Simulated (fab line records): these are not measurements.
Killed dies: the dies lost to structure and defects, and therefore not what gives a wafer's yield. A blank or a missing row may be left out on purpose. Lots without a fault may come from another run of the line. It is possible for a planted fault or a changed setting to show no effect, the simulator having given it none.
A lot that was struck, set against a sound lot	flow sfq-line	20 out of 325 route steps
Sound: wafers L323.2, L323.3, L323.6. Wafers struck: L336.2, L336.5, L336.6. The cause comes at the end.
At each step with rows: each side's tool, then ch and its chambers, then its first start. Under that, the readings that differ: sound wafers	struck wafers	difference of the means	sigmas: that difference in standard deviations of wafers without a fault.
alike: words and numbers the same on both sides, and readings whose means are apart by under 2 such deviations; not compared: readings that were withheld, readings missing a value for some wafer, numbers with overlapping values and no deviation given by the record, and bounds like >300 which may hide the same value.
The two part at a step that has a row with sigmas, a row that says differs or no value, or rows on one side only. When numbers do not overlap yet have no deviation, they are printed without sigmas and do not part them. Lack of a reading on every wafer of one side parts them only where that side has two or more wafers.

first, 3 steps without rows for these wafers: SFQ_TRILAYER_L0_VIA_LITHO_EXPOSE_014 (exposes mask L0V, target cd 700 nm); SFQ_TRILAYER_L0_VIA_LITHO_PEB_016 (peb time 60 s); SFQ_TRILAYER_L0_VIA_LITHO_DEVELOP_015 (time 60 s).
SFQ_L0V_OVL_MEAS_903:
  sound on overlay-02 at day 8 11:03; struck on overlay-02 at day 11 17:05
  alike: L0V_OVL
SFQ_TRILAYER_L0_VIA_BARC_OPEN_VIA_ETCH_021: etches BARC in O2, target depth 125 nm, time 41.7 s.
  sound on rie-diel-03 ch 0,3, day 8 11:05; struck on rie-diel-02 ch 0,3, day 11 17:07
  alike: drypump-motor-current-A, oes-product-au
  not compared: rf-hours-counter-h
SFQ_TRILAYER_L0_VIA_ETCH_VIA_ETCH_016: etches SiO2 in CHF3, stops on MoNx KI, target depth 80 nm.
  sound on rie-diel-03 ch 0,3, day 8 11:07; struck on rie-diel-02 ch 0,3, day 11 17:09
  alike: drypump-motor-current-A, oes-product-au
SFQ_TRILAYER_L0_VIA_STRIP_STRIP_017: strips in O2.
  sound on rie-metal-03 ch 0,1, day 8 11:10; struck on rie-metal-03 ch 0,1, day 11 17:11
  alike: drypump-motor-current-A, oes-product-au
  not compared: rf-hours-counter-h
then, 2 steps without rows for these wafers: SFQ_TRILAYER_L0_VIA_STRIP_SOLV_CLEAN_018 (cleans in NMP, time 600 s); SFQ_TRILAYER_M0_DEP_PRE_CLEAN_020 (time 15 s).
SFQ_TRILAYER_M0_DEP_SPUTTER_019: material Nb, target thk 200 nm, time 133.3 s.
  sound on pvd-sputter-04 at day 8 11:58; struck on pvd-sputter-04 at day 11 17:59
  alike: throttle-valve-pct
SFQ_M0_RS_MEAS_904: the measuring method here is four-point-probe.
  sound on film-metro-03 at day 8 12:05; struck on film-metro-04 at day 11 18:06
  alike: M0_NB_RS
SFQ_TRILAYER_M0_LITHO_COAT_026: resist thk 62 nm.
  sound on litho-track-04 ch 0, day 8 12:17; struck on litho-track-01 ch 0, day 11 18:19
reading	sound	struck	difference	sigmas
model.BARC_of_TRILAYER_M0_LITHO_COAT_026.thk-nm (nm)	62.07 62.02 62.06	48.57 48.7 48.61	-13.42	
  alike: exhaust-pa
then, 5 steps without rows for these wafers: SFQ_TRILAYER_M0_LITHO_COAT_021 (resist thk 600 nm); SFQ_TRILAYER_M0_LITHO_SOFTBAKE_025; SFQ_TRILAYER_M0_LITHO_EXPOSE_022 (exposes mask M0, target cd 500 nm); SFQ_TRILAYER_M0_LITHO_PEB_024 (peb time 60 s); SFQ_TRILAYER_M0_LITHO_DEVELOP_023 (time 60 s).
-- the record jumps here: 5 days lie between the struck wafers' starts before and after --
SFQ_M0_OVL_MEAS_906:
  sound on overlay-02 at day 12 03:53; struck on overlay-02 at day 16 08:44
  alike: M0_OVL
SFQ_TRILAYER_M0_BARC_OPEN_METAL_ETCH_031: etches BARC in O2, target depth 125 nm, time 41.7 s.
  sound on rie-metal-02 ch 1, day 12 03:56; struck on rie-metal-04 ch 0,1, day 16 08:46
reading	sound	struck	difference	sigmas
oes-product-au (a.u.)	0.692 0.685 0.692	0.612 0.617 0.618	-0.074	-15
model.etch.depth-nm (nm)	62.07 62.02 62.06	48.57 48.7 48.61	-13.42	
  alike: drypump-motor-current-A
  not compared: rf-hours-counter-h
SFQ_TRILAYER_M0_ETCH_METAL_ETCH_024: etches Nb in Cl2/Ar, stops on SiO2, target depth 240 nm, time 120 s.
  sound on rie-metal-02 ch 1, day 12 04:04; struck on rie-metal-04 ch 0,1, day 16 08:50
  alike: drypump-motor-current-A, oes-product-au
  not compared: rf-hours-counter-h

## WHERE THEY PART
Only at SFQ_TRILAYER_M0_BARC_OPEN_METAL_ETCH_031, within this record. Later steps at which nothing parts them and some readings are alike: SFQ_TRILAYER_M0_ETCH_METAL_ETCH_024.

WHY: what had been put in by the simulator
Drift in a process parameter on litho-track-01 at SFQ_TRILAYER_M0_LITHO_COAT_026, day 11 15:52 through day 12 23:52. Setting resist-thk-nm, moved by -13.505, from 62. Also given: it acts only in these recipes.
